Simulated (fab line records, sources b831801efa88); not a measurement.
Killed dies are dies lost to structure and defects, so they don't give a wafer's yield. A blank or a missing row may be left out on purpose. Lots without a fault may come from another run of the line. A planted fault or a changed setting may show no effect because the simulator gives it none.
fab line records | flow sky130
record lots=13 wafers=39 last_day=50
route steps=708 shown FIELD_ISO@14 PWDE@52 VT_ADJUST_LVTN@116 VT_ADJUST_HVTR@142 PAD_OPEN@708
lots that met no fault: from a run of the same line without faults
start_h: hours from the record's first day to the start of the lot's first wafer shown | wait_h: hours since the lot's step before | " the same as in the row above | L1.1+2: a row that stands for several wafers | - no value, or no start given | * or withheld: withheld | < > ~ a bound
route shown NAME@n: a module of which the file shows steps, and the number in the route of the first | usual: mean/standard deviation of fault-free wafers | same: alike in all rows | chamber/n: place in a boat | sites: the reading at each site | _std_site: their standard deviation | _edge_site: outer sites' mean less inner sites' | radius_mm: how far each site lies from the wafer's centre | mask NAME#n: copy n | behind: the tool/chamber that last shaped the wafer | hold: why the lot was held/for how many hours/how that ended | device: the transistor (n, p or np) that didn't switch | end of line: the same wafers' tests at the end of the route | a step without rows: its recipe alone | killed: dies lost to structure and defects at the first sort, not the wafer's yield | map: a wafer's dies, x killed, . not, _ none there
set.NAME: the setting as run; set.NAME@STEP: as run at that earlier step | model.NAME: the simulator's own value behind a step, which no gauge read
steps of the route over a sample of lots; a table a step, a row a wafer
services: from which hour (start_h, from the record's first day; less than 0 if before it) a tool's chamber was out of use, for how many hours, and why
## steps
# step SKY_FIELD_ISO_CD_MEAS_13
# recipe target_cd_nm=150
# usual cd_nm=150.3/1.5
# columns lot.wafer tool chamber start_h wait_h cd_nm
L948.2 cd_sem-02 - 27.51 - 150.4
L948.4 " - " " 152.8
L948.5 " - " " 151.8
L950.1 cd_sem-01 - 38.54 - 147.1
L950.2 " - " " 146.7
L950.6 " - " " 146.0
L953.1 cd_sem-02 - 54.69 - 151.2
L953.3 " - " " 151.1
L953.6 " - " " 149.9
L954.1 cd_sem-02 - 59.73 - 146.9
L954.4 " - " " 148.0
L954.5 " - " " 147.9
L955.1 cd_sem-01 - 65.58 - 151.0
L955.2 " - " " 149.6
L955.4 " - " " 150.6
L957.1 cd_sem-01 - 75.58 - 148.7
L957.3 " - " " 150.5
L957.4 " - " " 150.0
L958.1 cd_sem-01 - 81.49 - 148.0
L958.3 " - " " 148.6
L958.5 " - " " 150.0
L959.3 cd_sem-01 - 85.62 - 149.3
L959.4 " - " " 151.4
L959.6 " - " " 151.0
L963.1 cd_sem-01 - 108.24 - 150.7
L963.4 " - " " 152.2
L963.5 " - " " 151.6
L968.3 cd_sem-02 - 133.18 - 151.1
L968.5 " - " " 152.2
L968.6 " - " " 150.7
L969.3 cd_sem-02 - 138.63 - 150.4
L969.4 " - " " 150.7
L969.6 " - " " 151.3
L970.1 cd_sem-02 - 142.87 - 148.8
L970.2 " - " " 149.4
L970.3 " - " " 150.4
L971.2 cd_sem-02 - 147.79 - 149.7
L971.4 " - " " 149.3
L971.5 " - " " 149.7
# step SKY_PWDE_OVL_MEAS_07
# usual PWDE_OVL=-0.4/1.3
# columns lot.wafer tool chamber start_h wait_h PWDE_OVL[nm]
L948.2 overlay-01 - 66.28 - -1.0
L948.4 " - " " -0.6
L948.5 " - " " 1.3
L950.1 overlay-02 - 77.68 - 1.6
L950.2 " - " " -0.9
L950.6 " - " " 2.3
L953.1 overlay-02 - 95.88 - -0.2
L953.3 " - " " 0.9
L953.6 " - " " -0.8
L954.1 overlay-02 - 101.98 - 0.0
L954.4 " - " " -0.9
L954.5 " - " " -2.2
L955.1 overlay-02 - 107.44 - 0.0
L955.2 " - " " -0.6
L955.4 " - " " 0.4
L957.1 overlay-01 - 117.57 - 0.0
L957.3 " - " " 1.0
L957.4 " - " " 2.3
L958.1 overlay-01 - 128.84 - -1.4
L958.3 " - " " -1.2
L958.5 " - " " 0.1
L959.3 overlay-02 - 138.69 - -3.4
L959.4 " - " " -3.6
L959.6 " - " " -1.7
L963.1 overlay-02 - 153.73 - -0.4
L963.4 " - " " 1.1
L963.5 " - " " -0.3
L968.3 overlay-01 - 179.85 - -1.6
L968.5 " - " " -1.1
L968.6 " - " " -0.7
L969.3 overlay-02 - 188.09 - 1.9
L969.4 " - " " 1.7
L969.6 " - " " 1.7
L970.1 overlay-02 - 196.78 - -0.2
L970.2 " - " " 0.1
L970.3 " - " " 0.6
L971.2 overlay-02 - 197.10 - 0.6
L971.4 " - " " 0.2
L971.5 " - " " 0.4
# step SKY_VT_ADJUST_LVTN_IMPLANT_19
# recipe species=B energy_kev=30 dose_cm2=6.5e+11 tilt_deg=withheld
# usual beam_on_s=10.04/0.22 dose_ions_cm2=6.5e+11/8.2e+08 faraday_current_uA=3.65/0.08
# columns lot.wafer tool chamber start_h wait_h beam_on_s dose_ions_cm2 faraday_current_uA
L948.2 implanter-01 0 158.65 0.0 10.24 6.506e+11 3.59
L948.4 " 0 " " 9.59 6.509e+11 3.83
L948.5 " 0 " " 10.28 6.501e+11 3.56
L950.1 implanter-01 0 172.43 0.0 10.17 6.498e+11 3.57
L950.2 " 0 " " 10.04 6.491e+11 3.65
L950.6 " 0 " " 9.95 6.49e+11 3.68
L953.1 implanter-02 0 194.53 0.0 10.17 6.509e+11 3.59
L953.3 " 0 " " 9.95 6.506e+11 3.69
L953.6 " 0 " " 9.94 6.497e+11 3.69
L954.1 implanter-01 0 203.58 0.0 10.03 6.486e+11 3.65
L954.4 " 0 " " 9.92 6.484e+11 3.68
L954.5 " 0 " " 10.23 6.489e+11 3.59
L955.1 implanter-02 0 210.46 0.0 9.73 6.502e+11 3.77
L955.2 " 0 " " 10.01 6.496e+11 3.66
L955.4 " 0 " " 9.97 6.491e+11 3.69
L957.1 implanter-04 0 221.43 0.0 10.26 6.497e+11 3.56
L957.3 " 0 " " 9.68 6.492e+11 3.77
L957.4 " 0 " " 9.85 6.507e+11 3.74
L958.1 implanter-04 0 234.58 0.0 10.15 4.263e+11 2.35
L958.3 " 0 " " 9.62 4.253e+11 2.50
L958.5 " 0 " " 10.17 4.251e+11 2.38
L959.3 implanter-04 0 246.58 0.1 10.16 4.261e+11 2.35
L959.4 " 0 " " 10.16 4.252e+11 2.36
L959.6 " 0 " " 10.11 4.258e+11 2.39
L963.1 implanter-01 0 266.23 0.0 10.28 6.507e+11 3.57
L963.4 " 0 " " 9.86 6.499e+11 3.71
L963.5 " 0 " " 10.20 6.506e+11 3.59
L968.3 implanter-01 0 300.96 0.1 10.64 6.5e+11 3.42
L968.5 " 0 " " 9.91 6.496e+11 3.70
L968.6 " 0 " " 10.06 6.513e+11 3.64
L969.3 implanter-04 0 307.93 0.1 9.95 6.492e+11 3.69
L969.4 " 0 " " 10.29 6.495e+11 3.55
L969.6 " 0 " " 9.92 6.494e+11 3.71
L970.1 implanter-02 0 318.56 0.0 9.86 6.498e+11 3.72
L970.2 " 0 " " 10.10 6.5e+11 3.63
L970.3 " 0 " " 10.16 6.504e+11 3.61
L971.2 implanter-04 0 319.24 0.0 9.90 6.504e+11 3.69
L971.4 " 0 " " 9.96 6.489e+11 3.70
L971.5 " 0 " " 10.13 6.502e+11 3.62
# step SKY_VT_ADJUST_LVTN_TW_MEAS_21
# usual VT_ADJUST_LVTN_2_TW=187.7/1.6
# columns lot.wafer tool chamber start_h wait_h VT_ADJUST_LVTN_2_TW
L948.2 film_metro-04 - 158.89 0.1 188.2
L948.4 " - " " 188.2
L948.5 " - " " 188.2
L950.1 film_metro-03 - 172.68 0.1 187.5
L950.2 " - " " 186.4
L950.6 " - " " 187.7
L953.1 film_metro-04 - 194.78 0.1 189.0
L953.3 " - " " 189.5
L953.6 " - " " 189.1
L954.1 film_metro-03 - 203.83 0.1 188.1
L954.4 " - " " 186.9
L954.5 " - " " 188.2
L955.1 film_metro-01 - 210.71 0.1 188.0
L955.2 " - " " 187.8
L955.4 " - " " 187.5
L957.1 film_metro-01 - 221.68 0.1 187.8
L957.3 " - " " 189.0
L957.4 " - " " 188.2
L958.1 film_metro-04 - 234.83 0.1 167.6
L958.3 " - " " 167.6
L958.5 " - " " 167.1
L959.3 film_metro-03 - 246.80 0.1 166.1
L959.4 " - " " 164.6
L959.6 " - " " 166.1
L963.1 film_metro-04 - 266.48 0.1 189.7
L963.4 " - " " 189.6
L963.5 " - " " 190.4
L968.3 film_metro-03 - 301.18 0.1 184.9
L968.5 " - " " 184.4
L968.6 " - " " 185.0
L969.3 film_metro-03 - 308.15 0.1 185.6
L969.4 " - " " 184.6
L969.6 " - " " 184.8
L970.1 film_metro-03 - 318.81 0.1 185.3
L970.2 " - " " 186.2
L970.3 " - " " 186.3
L971.2 film_metro-01 - 319.47 0.1 188.2
L971.4 " - " " 187.1
L971.5 " - " " 187.8
# step SKY_VT_ADJUST_HVTR_TW_MEAS_11
# usual VT_ADJUST_HVTR_TW=210.2/2.7
# columns lot.wafer tool chamber start_h wait_h VT_ADJUST_HVTR_TW
L948.2 film_metro-02 - 202.86 0.1 214.4
L948.4 " - " " 213.4
L948.5 " - " " 212.9
L950.1 film_metro-03 - 216.03 0.1 207.3
L950.2 " - " " 207.9
L950.6 " - " " 209.6
L953.1 film_metro-03 - 239.80 0.1 208.0
L953.3 " - " " 208.7
L953.6 " - " " 208.9
L954.1 film_metro-02 - 249.88 0.1 214.7
L954.4 " - " " 215.1
L954.5 " - " " 215.0
L955.1 film_metro-02 - 256.35 0.1 213.9
L955.2 " - " " 214.5
L955.4 " - " " 214.9
L957.1 film_metro-03 - 269.20 0.1 207.8
L957.3 " - " " 206.9
L957.4 " - " " 208.5
L958.1 film_metro-03 - 283.63 0.1 208.1
L958.3 " - " " 206.7
L958.5 " - " " 208.2
L959.3 film_metro-04 - 297.95 0.1 211.9
L959.4 " - " " 211.4
L959.6 " - " " 212.3
L963.1 film_metro-04 - 317.63 0.1 212.8
L963.4 " - " " 212.4
L963.5 " - " " 212.4
L968.3 film_metro-03 - 354.95 0.1 208.9
L968.5 " - " " 207.7
L968.6 " - " " 208.2
L969.3 film_metro-03 - 363.00 0.1 207.0
L969.4 " - " " 207.4
L969.6 " - " " 207.7
L970.1 film_metro-03 - 373.55 0.1 207.2
L970.2 " - " " 207.9
L970.3 " - " " 206.2
L971.2 film_metro-03 - 374.56 0.1 207.3
L971.4 " - " " 206.4
L971.5 " - " " 206.9
# step SKY_PAD_OPEN_PROBE_99
# usual killed_at_M0_to_M3=43/7.7 killed_at_M4_up=3.4/1.9 killed_at_contacts=25/5.6 killed_at_front_end=14/4.3 killed_at_other=0.2/0.5 killed_dies=86/10 killed_open=47/7.2 killed_short=39/6.7
# same gross_dies=492 killed_at_back_side=0
# columns lot.wafer tool chamber start_h wait_h killed_at_M0_to_M3 killed_at_M4_up killed_at_contacts killed_at_front_end killed_at_other killed_dies killed_open killed_short
L948.2 prober-02 - 1078.20 0.1 48 4 16 13 1 82 45 37
L948.4 prober-02 - 1078.30 0.2 37 5 20 11 2 75 45 30
L948.5 prober-02 - 1078.35 0.2 35 2 16 6 0 59 28 31
L953.1 prober-01 - 1109.11 0.1 46 3 18 11 0 78 40 38
L953.3 prober-01 - 1109.21 0.2 44 2 34 11 0 91 55 36
L953.6 prober-01 - 1109.36 0.2 35 2 18 8 0 63 32 31
L955.1 prober-01 - 1128.10 0.1 51 1 20 17 1 90 48 42
L955.2 prober-01 - 1128.15 0.1 51 3 26 17 0 97 59 38
L955.4 prober-01 - 1128.25 0.2 30 1 29 17 0 77 40 37
L958.1 prober-02 - 1143.14 0.1 41 1 17 15 0 74 40 34
L958.3 prober-02 - 1143.24 0.2 40 4 32 16 0 92 51 41
L958.5 prober-02 - 1143.34 0.2 37 2 24 8 0 71 37 34
# killed by level:class
L948.2 VIA2:geometric_particle:open=9 VIA1:geometric_particle:open=9 METAL1:geometric_particle:short=6 VIA3:geometric_particle:short=6 VIA3:geometric_particle:open=6 LI_CONTACT:geometric_particle:open=5 CONTACT:geometric_particle:open=5 FIELD_ISO:geometric_particle:open=4
L948.4 VIA2:geometric_particle:open=10 CONTACT:geometric_particle:open=9 VIA3:geometric_particle:open=7 METAL1:geometric_particle:short=5 FIELD_ISO:geometric_particle:short=4 CONTACT:geometric_particle:short=4 VIA1:geometric_particle:short=4 LI_CONTACT:geometric_particle:open=3
L948.5 METAL2:geometric_particle:short=7 CONTACT:geometric_particle:short=6 CONTACT:geometric_particle:open=6 VIA3:geometric_particle:open=6 VIA1:geometric_particle:open=4 VIA1:geometric_particle:short=4 METAL3:geometric_particle:short=4 FIELD_ISO:geometric_particle:open=2
L953.1 VIA1:geometric_particle:open=9 CONTACT:geometric_particle:open=9 VIA3:geometric_particle:open=8 POLY_GATE:geometric_particle:short=7 VIA2:geometric_particle:open=6 METAL2:geometric_particle:short=5 VIA3:geometric_particle:short=5 LOCAL_INTERCONNECT:geometric_particle:short=4
L953.3 VIA1:geometric_particle:open=13 CONTACT:geometric_particle:open=11 LI_CONTACT:geometric_particle:open=9 VIA1:geometric_particle:short=7 METAL2:geometric_particle:open=6 LOCAL_INTERCONNECT:geometric_particle:short=5 POLY_GATE:geometric_particle:open=4 LI_CONTACT:geometric_particle:short=4
L953.6 VIA1:geometric_particle:open=12 CONTACT:geometric_particle:open=7 LOCAL_INTERCONNECT:geometric_particle:short=5 POLY_GATE:geometric_particle:short=4 METAL1:geometric_particle:short=4 METAL3:geometric_particle:short=4 CONTACT:geometric_particle:short=3 VIA2:geometric_particle:short=3
L955.1 VIA1:geometric_particle:open=11 FIELD_ISO:geometric_particle:short=7 CONTACT:geometric_particle:open=7 VIA1:geometric_particle:short=6 METAL2:geometric_particle:short=6 LI_CONTACT:geometric_particle:open=6 METAL1:geometric_particle:short=6 VIA2:geometric_particle:open=6
L955.2 VIA1:geometric_particle:open=15 CONTACT:geometric_particle:open=14 FIELD_ISO:geometric_particle:short=8 LI_CONTACT:geometric_particle:open=6 METAL1:geometric_particle:short=6 FIELD_ISO:geometric_particle:open=5 VIA2:geometric_particle:open=5 VIA3:geometric_particle:open=5
L955.4 CONTACT:geometric_particle:open=10 VIA1:geometric_particle:open=9 CONTACT:geometric_particle:short=8 FIELD_ISO:geometric_particle:short=7 FIELD_ISO:geometric_particle:open=5 LI_CONTACT:geometric_particle:open=5 METAL1:geometric_particle:short=5 LOCAL_INTERCONNECT:geometric_particle:short=4
L958.1 VIA1:geometric_particle:open=13 VIA3:geometric_particle:open=5 FIELD_ISO:geometric_particle:open=5 LI_CONTACT:geometric_particle:open=5 LI_CONTACT:geometric_particle:short=5 LOCAL_INTERCONNECT:geometric_particle:short=4 VIA1:geometric_particle:short=4 METAL2:geometric_particle:open=4
L958.3 LI_CONTACT:geometric_particle:open=10 CONTACT:geometric_particle:open=10 VIA1:geometric_particle:open=9 FIELD_ISO:geometric_particle:short=6 VIA1:geometric_particle:short=5 METAL2:geometric_particle:short=5 VIA2:geometric_particle:open=5 LOCAL_INTERCONNECT:geometric_particle:short=4
L958.5 CONTACT:geometric_particle:open=10 VIA2:geometric_particle:open=9 VIA1:geometric_particle:short=6 LI_CONTACT:geometric_particle:open=5 METAL2:geometric_particle:short=5 LI_CONTACT:geometric_particle:short=4 VIA1:geometric_particle:open=4 VIA2:geometric_particle:short=4
## services
# columns tool chamber start_h hours kind
implanter-01 - 164.39 3.7 repair
implanter-01 - 215.34 1.3 repair
implanter-02 - 264.97 0.7 repair
## key
first_sign step=SKY_VT_ADJUST_LVTN_IMPLANT_19 reading=dose_ions_cm2 direction=down sigmas=99+ usual=* struck=*
effect step=SKY_VT_ADJUST_LVTN_IMPLANT_19 reading=faraday_current_uA direction=down sigmas=16 usual=3.65 struck=2.39
effect step=SKY_VT_ADJUST_LVTN_TW_MEAS_21 reading=VT_ADJUST_LVTN_2_TW direction=down sigmas=13 usual=187.7 struck=166.5
met_at SKY_VT_ADJUST_LVTN_IMPLANT_19
struck_lots L958,L959
tester_left_out L958,L959
not_acting_at SKY_FIELD_ISO_CD_MEAS_13,SKY_PWDE_OVL_MEAS_07,SKY_VT_ADJUST_HVTR_TW_MEAS_11
onset_between 221.43 234.58
fault kind=process_parameter_drift tool=implanter-04 chamber=- onset_h=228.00 steps=SKY_VT_ADJUST_LVTN_IMPLANT_19 channel=dose_cm2 offset=* shape=step end_h=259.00 acts_in=* stated=*
# tester_left_out: of these lots the tester's yield and bins aren't shown, on N5 and GAA mostly nor the transistor test; their killed dies are dies lost to structure and defects alone, not to doping, threshold or leakage, so they don't give the yield
